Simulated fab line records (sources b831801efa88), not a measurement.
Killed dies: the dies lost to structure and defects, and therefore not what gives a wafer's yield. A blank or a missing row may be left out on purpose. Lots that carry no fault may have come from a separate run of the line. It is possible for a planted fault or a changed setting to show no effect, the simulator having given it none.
Which of the tools did it? | flow sky130 | Sampling: 12 lots, 36 wafers, 4 of 708 route steps

## WHAT THE GAUGES SHOWED, per wafer
SKY_CONTACT_THK_MEAS_26: measures by xrf. Usual: CONTACT_W_THK gives 326 nm (standard deviation 5.1).
lot  | measured     | on           | CONTACT_W_THK (nm) | flag
L833 | day 32 17:31 | filmMetro-03 | 320 316 319        | 
L835 | day 33 07:55 | filmMetro-04 | 323 324 327        | 
L836 | day 33 11:53 | filmMetro-01 | 324 325 327        | 
L837 | day 33 14:27 | filmMetro-04 | 325 323 323        | 
L838 | day 34 00:58 | filmMetro-01 | 331 326 330        | 
L840 | day 34 17:55 | filmMetro-04 | 327 326 328        | 
L841 | day 34 23:37 | filmMetro-04 | 324 324 326        | 
L843 | day 35 10:07 | filmMetro-04 | 331 334 330        | 
L844 | day 35 12:31 | filmMetro-04 | 324 329 329        | 
L845 | day 36 08:19 | filmMetro-03 | 323 322 321        | 
L853 | day 38 16:10 | filmMetro-01 | 332 331 331        | 
L854 | day 38 19:22 | filmMetro-04 | 333 326 326        | 

## WHAT TOOL EACH LOT RAN ON (gives the tool, then ch and the chambers of the sampled wafers, and finally the start)
lot  | SKY_POLY_GATE_ETCH_15             | SKY_LI_CONTACT_STRIP_16             | SKY_CONTACT_CVD_24
L833 | rieDiel-03 ch 0,1,2, day 17 12:44 | plasmaAsher-01 ch 0,1, day 30 05:38 | cvdW-02 ch 0,1, day 32 17:16
L835 | rieDiel-04 ch 0,2,3, day 18 04:58 | plasmaAsher-04 ch 0,1, day 30 20:52 | cvdW-01 ch 0, day 33 07:34
L836 | rieDiel-04 ch 1,2,3, day 18 09:50 | plasmaAsher-02 ch 0,1, day 31 02:05 | cvdW-01 ch 0, day 33 11:35
L837 | rieDiel-04 ch 2,3, day 18 11:59   | plasmaAsher-01 ch 1, day 31 04:14   | cvdW-01 ch 0, day 33 14:07
L838 | rieDiel-03 ch 0,1,2, day 19 02:05 | plasmaAsher-04 ch 0,1, day 31 14:51 | cvdW-01 ch 0,1, day 34 00:44
L840 | rieDiel-04 ch 0,1,3, day 19 21:34 | plasmaAsher-01 ch 0,1, day 32 09:32 | cvdW-02 ch 0,1, day 34 17:41
L841 | rieDiel-01 ch 2,3, day 20 03:05   | plasmaAsher-02 ch 1, day 32 14:32   | cvdW-01 ch 1, day 34 23:18
L843 | rieDiel-04 ch 0,1,2, day 20 18:10 | plasmaAsher-01 ch 0,1, day 33 01:14 | cvdW-01 ch 1, day 35 09:47
L844 | rieDiel-04 ch 0,2, day 20 19:49   | plasmaAsher-02 ch 0,1, day 33 03:44 | cvdW-01 ch 1, day 35 12:11
L845 | rieDiel-04 ch 1,2,3, day 21 07:25 | plasmaAsher-04 ch 0,1, day 33 23:17 | cvdW-02 ch 0,1, day 36 08:04
L853 | rieDiel-01 ch 0,1,2, day 24 11:05 | plasmaAsher-04 ch 0,1, day 36 07:13 | cvdW-01 ch 1, day 38 15:56
L854 | rieDiel-01 ch 0,1,3, day 24 14:14 | plasmaAsher-01 ch 0,1, day 36 11:12 | cvdW-01 ch 0,1, day 38 19:09
- SKY_POLY_GATE_ETCH_15: etches BARC in N2/H2, stops on SiO2, time 118.5 s, target depth 110 nm.
- SKY_LI_CONTACT_STRIP_16: strips in O2/N2.
- SKY_CONTACT_CVD_24: deposits W, target thk 340 nm, time 102.12 s.

## AS READ BY THE TOOLS THEMSELVES (means over the sampled wafers that have a number; for cases with no such wafer, the mark the record gives instead)
SKY_POLY_GATE_ETCH_15. Usual: biasW 100.06 W, standard deviation 0.3; drypumpMotorCurrentA 5.8 A, standard deviation 0.39; oesProductAu 0.717 a.u., standard deviation 0.0046; rfFwdPowerW 497.4 W, standard deviation 1.5; throttleValvePct 13.212 %, standard deviation 0.01.
lot  | tool       | biasW (W) | drypumpMotorCurrentA (A) | oesProductAu (a.u.) | rfFwdPowerW (W) | throttleValvePct (%) | flag
L833 | rieDiel-03 | 99.94     | 5.3                      | 0.716               | 497.1           | 13.217               | 
L835 | rieDiel-04 | 100.16    | 5.8                      | 0.714               | 496.9           | 13.209               | 
L836 | rieDiel-04 | 100.08    | 6.0                      | 0.713               | 496.4           | 13.213               | 
L837 | rieDiel-04 | 100.24    | 6.2                      | 0.717               | 497.4           | 13.204               | 
L838 | rieDiel-03 | 100.00    | 5.2                      | 0.723               | 500.1           | 13.222               | 
L840 | rieDiel-04 | 99.92     | 5.7                      | 0.715               | 496.7           | 13.211               | 
L841 | rieDiel-01 | 100.25    | 5.8                      | 0.718               | 498.5           | 13.218               | 
L843 | rieDiel-04 | 100.12    | 5.7                      | 0.724               | 496.8           | 13.205               | 
L844 | rieDiel-04 | 99.93     | 5.9                      | 0.717               | 498.5           | 13.204               | 
L845 | rieDiel-04 | 99.81     | 6.0                      | 0.716               | 496.4           | 13.216               | 
L853 | rieDiel-01 | 92.05     | 5.9                      | 0.711               | 497.3           | 13.214               | OFF
L854 | rieDiel-01 | 92.19     | 5.9                      | 0.717               | 496.0           | 13.213               | OFF

SKY_LI_CONTACT_STRIP_16. Usual: drypumpMotorCurrentA 5.7 A, standard deviation 0.45; oesProductAu 0.375 a.u., standard deviation 0.0048; stripTimeToEndpointS 3.47 s, standard deviation 0.045.
lot  | tool           | drypumpMotorCurrentA (A) | oesProductAu (a.u.) | stripTimeToEndpointS (s) | flag
L833 | plasmaAsher-01 | 5.9                      | 0.375               | 3.49                     | 
L835 | plasmaAsher-04 | 5.9                      | 0.378               | 3.52                     | 
L836 | plasmaAsher-02 | 5.2                      | 0.375               | 3.44                     | 
L837 | plasmaAsher-01 | 5.6                      | 0.375               | 3.46                     | 
L838 | plasmaAsher-04 | 5.9                      | 0.379               | 3.47                     | 
L840 | plasmaAsher-01 | 5.9                      | 0.375               | 3.51                     | 
L841 | plasmaAsher-02 | 5.4                      | 0.375               | 3.48                     | 
L843 | plasmaAsher-01 | 6.1                      | 0.375               | 3.48                     | 
L844 | plasmaAsher-02 | 5.2                      | 0.381               | 3.53                     | 
L845 | plasmaAsher-04 | 5.8                      | 0.374               | 3.46                     | 
L853 | plasmaAsher-04 | 5.8                      | 0.369               | 3.44                     | 
L854 | plasmaAsher-01 | 5.9                      | 0.374               | 3.48                     | 

SKY_CONTACT_CVD_24. Usual: chamberPressureTorr 39.98 Torr, standard deviation 0.088; heaterPowerW 865 W, standard deviation 95.
lot  | tool    | chamberPressureTorr (Torr) | heaterPowerW (W) | flag
L833 | cvdW-02 | 40.01                      | 856              | 
L835 | cvdW-01 | 40.02                      | 987              | 
L836 | cvdW-01 | 39.93                      | 981              | 
L837 | cvdW-01 | 39.94                      | 989              | 
L838 | cvdW-01 | 39.84                      | 832              | 
L840 | cvdW-02 | 40.09                      | 868              | 
L841 | cvdW-01 | 40.16                      | 763              | 
L843 | cvdW-01 | 39.95                      | 756              | 
L844 | cvdW-01 | 39.99                      | 759              | 
L845 | cvdW-02 | 40.01                      | 888              | 
L853 | cvdW-01 | 39.96                      | 766              | 
L854 | cvdW-01 | 40.06                      | 912              | 

## THE ANSWER, worked out from the rows above alone
Rule: a lot counts as off when the mean over its wafers that have a number is more than 3 standard deviations away from the usual mean. Also off: a lot with no number at a reading for which 4 or more lots have one. Where the step has rows for the other lots, those lots are counted as sound. First the gauges in route order, then the tools' own readings, where a lot's mean is used as printed above. The first step at which some lot is off is used, and at that step the reading that is off furthest; a lot without a number counts as furthest.
Off at SKY_POLY_GATE_ETCH_15 (biasW): L853, L854.
If a tool, at that step or one of the process steps before it, ran each lot that is off and ran no sound lot following the first of them, it fits. One fits: SKY_POLY_GATE_ETCH_15 on rieDiel-01. Its last sound lot is L841 (day 20 03:05), its first lot that is off L853 (day 24 11:05): a fault that began between those two fits.
On the lots that are off, the tool's own readings at SKY_POLY_GATE_ETCH_15 differ by more than 5 times the standard deviation of the sound lots' means, which bears it out; biasW reads 92.12 W there versus 100.05 W on the sound lots.

## WHAT THE SIMULATOR HAD PUT IN
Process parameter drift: rieDiel-01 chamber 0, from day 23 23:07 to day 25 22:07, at SKY_POLY_GATE_ETCH_15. Setting biasW, moved by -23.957, from 100. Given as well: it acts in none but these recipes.
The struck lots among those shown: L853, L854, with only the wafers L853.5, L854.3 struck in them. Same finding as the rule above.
